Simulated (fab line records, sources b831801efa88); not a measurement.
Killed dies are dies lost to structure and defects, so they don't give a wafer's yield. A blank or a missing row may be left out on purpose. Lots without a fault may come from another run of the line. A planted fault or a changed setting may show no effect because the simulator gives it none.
Tool commonality check | flow sky130 | 15 lots, 45 wafers sampled

WHY IT WAS OPENED
At SKY_SD_N_RS_MEAS_18 the reading RES_XHIGH_RS is flagged on 3 of 15 lots. Wafers without a fault read 332.9 ohm/sq, standard deviation 1.2.
Rule: a lot is flagged when every wafer of it that has a number lies more than 4 standard deviations from that mean, or none has a number. The other lots count as sound.

lot  | measured     | on            | RES_XHIGH_RS (ohm/sq), wafer by wafer | flag
L120 | day 28 23:43 | film_metro-01 | 332.0 332.0 331.9                     |
L121 | day 29 06:59 | film_metro-02 | 331.5 330.5 330.8                     |
L122 | day 29 09:28 | film_metro-02 | 334.1 333.8 333.1                     |
L123 | day 29 21:14 | film_metro-01 | 331.8 332.0 332.0                     |
L124 | day 30 10:30 | film_metro-02 | 332.6 332.0 331.7                     |
L125 | day 30 22:07 | film_metro-02 | 333.4 333.7 332.8                     |
L127 | day 31 04:59 | film_metro-01 | 358.9 359.5 355.1                     | FLAGGED
L128 | day 31 12:13 | film_metro-02 | 356.3 355.5 357.0                     | FLAGGED
L129 | day 31 20:23 | film_metro-02 | 354.7 354.8 355.8                     | FLAGGED
L136 | day 33 22:19 | film_metro-02 | 335.5 335.3 336.3                     |
L137 | day 34 09:04 | film_metro-02 | 333.7 334.4 335.2                     |
L138 | day 34 15:55 | film_metro-03 | 333.7 332.8 333.8                     |
L139 | day 35 03:13 | film_metro-02 | 333.6 333.7 333.4                     |
L140 | day 35 17:26 | film_metro-02 | 333.7 334.2 332.2                     |
L141 | day 36 01:23 | film_metro-01 | 332.6 333.2 331.9                     |
The numbers of the flagged lots are 356.4 ohm/sq on average: +23.5 ohm/sq against the usual, or +20 standard deviations.

WHICH TOOL RAN EACH LOT
The record holds 1 process step before the reading, out of a route of 708 steps. In each cell: the tool, then ch and the chambers that the sampled wafers went through, then the start.
lot  | flag    | SKY_RES_XHIGH_IMPLANT_07
L120 |         | implanter-02 ch 0, day 27 18:23
L121 |         | implanter-03 ch 0, day 28 01:55
L122 |         | implanter-03 ch 0, day 28 03:42
L123 |         | implanter-01 ch 0, day 28 15:59
L124 |         | implanter-02 ch 0, day 29 04:58
L125 |         | implanter-01 ch 0, day 29 17:14
L127 | FLAGGED | implanter-01 ch 0, day 29 23:35
L128 | FLAGGED | implanter-01 ch 0, day 30 05:45
L129 | FLAGGED | implanter-01 ch 0, day 30 15:56
L136 |         | implanter-02 ch 0, day 32 18:39
L137 |         | implanter-03 ch 0, day 33 05:12
L138 |         | implanter-01 ch 0, day 33 12:23
L139 |         | implanter-01 ch 0, day 34 00:15
L140 |         | implanter-03 ch 0, day 34 14:09
L141 |         | implanter-01 ch 0, day 34 21:47
What these steps do:
- SKY_RES_XHIGH_IMPLANT_07
- SKY_SD_N_RS_MEAS_18: measures by four-point-probe.

FLAGGED OVER TOTAL, TOOL BY TOOL (the gauges that took the reading come last)
step                     | tool          | lots run | flagged | share of the flagged lots | sound lots run after its first flagged lot
SKY_RES_XHIGH_IMPLANT_07 | implanter-01  | 8        | 3       | all                       | 3 (L138,L139,L141)
SKY_RES_XHIGH_IMPLANT_07 | implanter-02  | 3        | 0       | none                      | -
SKY_RES_XHIGH_IMPLANT_07 | implanter-03  | 4        | 0       | none                      | -
SKY_SD_N_RS_MEAS_18      | film_metro-01 | 4        | 1       | some                      | 1 (L141)
SKY_SD_N_RS_MEAS_18      | film_metro-02 | 10       | 2       | some                      | 4 (L136,L137,L139,L140)
SKY_SD_N_RS_MEAS_18      | film_metro-03 | 1        | 0       | none                      | -

WHAT THE TABLE ALLOWS
1 row of the table ran every flagged lot: implanter-01 at SKY_RES_XHIGH_IMPLANT_07.
- implanter-01 at SKY_RES_XHIGH_IMPLANT_07: 3 of its 8 lots flagged. Sound lots ran on it after the first flagged one (L138, L139, L141), which a lasting fault on the whole tool wouldn't allow. Its own readings lie more than 4 standard deviations out on every wafer of the flagged lots: dose_ions_cm2.
No row of the table ran every flagged lot and no sound lot after the first.

WHAT THE SIMULATOR HAD PUT IN
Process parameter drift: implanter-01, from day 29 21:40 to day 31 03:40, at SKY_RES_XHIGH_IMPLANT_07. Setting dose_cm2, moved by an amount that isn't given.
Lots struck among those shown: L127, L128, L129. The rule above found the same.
